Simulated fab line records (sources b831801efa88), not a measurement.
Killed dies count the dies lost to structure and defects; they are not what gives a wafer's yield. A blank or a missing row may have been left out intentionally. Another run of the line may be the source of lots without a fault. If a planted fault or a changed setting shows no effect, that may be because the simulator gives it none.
Matching of chambers || flow sky130 || SKY_VIA2_CMP_02 on cmp-02 has 4 sister chambers
The step polishes SiO2. 18 wafers are shown with their chamber, then 9 later ones without.

== EACH WAFER AND ITS CHAMBER ==
{"wafer": "L074.4", "chamber": 2, "motor current A (A)": 12.4, "head pressure psi (psi)": 4.001}
{"wafer": "L074.5", "chamber": 3, "motor current A (A)": 12.6, "head pressure psi (psi)": 3.996}
{"wafer": "L074.6", "chamber": 0, "motor current A (A)": 10.8, "head pressure psi (psi)": 4.006}
{"wafer": "L075.1", "chamber": 3, "motor current A (A)": 12.9, "head pressure psi (psi)": 3.995}
{"wafer": "L075.2", "chamber": 0, "motor current A (A)": 10.4, "head pressure psi (psi)": 4.013}
{"wafer": "L075.6", "chamber": 1, "motor current A (A)": 12.1, "head pressure psi (psi)": 4.005}
{"wafer": "L079.2", "chamber": 0, "motor current A (A)": 10.3, "head pressure psi (psi)": 3.997}
{"wafer": "L079.4", "chamber": 2, "motor current A (A)": 12.4, "head pressure psi (psi)": 3.995}
{"wafer": "L079.6", "chamber": 2, "motor current A (A)": 12.0, "head pressure psi (psi)": 3.999}
{"wafer": "L081.3", "chamber": 0, "motor current A (A)": 10.5, "head pressure psi (psi)": 4.011}
{"wafer": "L081.5", "chamber": 1, "motor current A (A)": 11.9, "head pressure psi (psi)": 4.008}
{"wafer": "L081.6", "chamber": 2, "motor current A (A)": 12.4, "head pressure psi (psi)": 3.997}
{"wafer": "L083.2", "chamber": 2, "motor current A (A)": 12.5, "head pressure psi (psi)": 4.005}
{"wafer": "L083.3", "chamber": 3, "motor current A (A)": 12.1, "head pressure psi (psi)": 4.005}
{"wafer": "L083.4", "chamber": 0, "motor current A (A)": 10.6, "head pressure psi (psi)": 4.002}
{"wafer": "L084.2", "chamber": 0, "motor current A (A)": 10.2, "head pressure psi (psi)": 4.008}
{"wafer": "L084.3", "chamber": 2, "motor current A (A)": 12.5, "head pressure psi (psi)": 4.004}
{"wafer": "L084.5", "chamber": 0, "motor current A (A)": 11.0, "head pressure psi (psi)": 4.000}

SIGNATURES (averages over the wafers above)
{"reading": "motor current A", "chamber 0": 10.543, "chamber 1": 12.000, "chamber 2": 12.367, "chamber 3": 12.533, "scatter within a chamber": 0.267}
{"reading": "head pressure psi", "chamber 0": 4.00529, "chamber 1": 4.00650, "chamber 2": 4.00017, "chamber 3": 3.99867, "scatter within a chamber": 0.005}
Rule: a wafer's distance from a chamber is the root of the sum, over the readings, of the square of ((its reading less the chamber's mean) divided by the reading's scatter). The wafer belongs to the nearest chamber; if the next one is less than 2 further off, it can't be placed. How the scatter is found: for the shown wafers, subtract from each reading the mean of its chamber, square and add these, divide the total by (wafers less chambers), then take the root.

== WAFERS MISSING THEIR CHAMBER ==
{"wafer": "L085.2", "motor current A (A)": 12.3, "head pressure psi (psi)": 4.002}
{"wafer": "L085.3", "motor current A (A)": 12.4, "head pressure psi (psi)": 4.019}
{"wafer": "L085.4", "motor current A (A)": 12.0, "head pressure psi (psi)": 3.992}
{"wafer": "L090.3", "motor current A (A)": 10.9, "head pressure psi (psi)": 4.008}
{"wafer": "L090.4", "motor current A (A)": 12.6, "head pressure psi (psi)": 4.002}
{"wafer": "L090.5", "motor current A (A)": 12.8, "head pressure psi (psi)": 4.009}
{"wafer": "L093.1", "motor current A (A)": 12.1, "head pressure psi (psi)": 3.990}
{"wafer": "L093.2", "motor current A (A)": 11.1, "head pressure psi (psi)": 3.993}
{"wafer": "L093.4", "motor current A (A)": 11.9, "head pressure psi (psi)": 3.992}

== WHICH CHAMBER EACH WENT THROUGH ==
{"wafer": "L085.2", "from the rows above": "can't be placed: 2 or 3 or 1", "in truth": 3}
{"wafer": "L085.3", "from the rows above": "can't be placed: 1 or 2 or 3", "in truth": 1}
{"wafer": "L085.4", "from the rows above": "can't be placed: 2 or 3 or 1", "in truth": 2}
{"wafer": "L090.3", "from the rows above": 0, "in truth": 0}
{"wafer": "L090.4", "from the rows above": "can't be placed: 3 or 2 or 1", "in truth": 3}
{"wafer": "L090.5", "from the rows above": "can't be placed: 3 or 2 or 1", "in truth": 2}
{"wafer": "L093.1", "from the rows above": "can't be placed: 2 or 3 or 1", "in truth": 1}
{"wafer": "L093.2", "from the rows above": "can't be placed: 0 or 1 or 2", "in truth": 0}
{"wafer": "L093.4", "from the rows above": "can't be placed: 2 or 3 or 1", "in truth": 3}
Correct placement for 1 of the 9. From these rows, 8 cannot be placed; in 8 the true chamber is one of the candidates. Wrongly placed: 0.
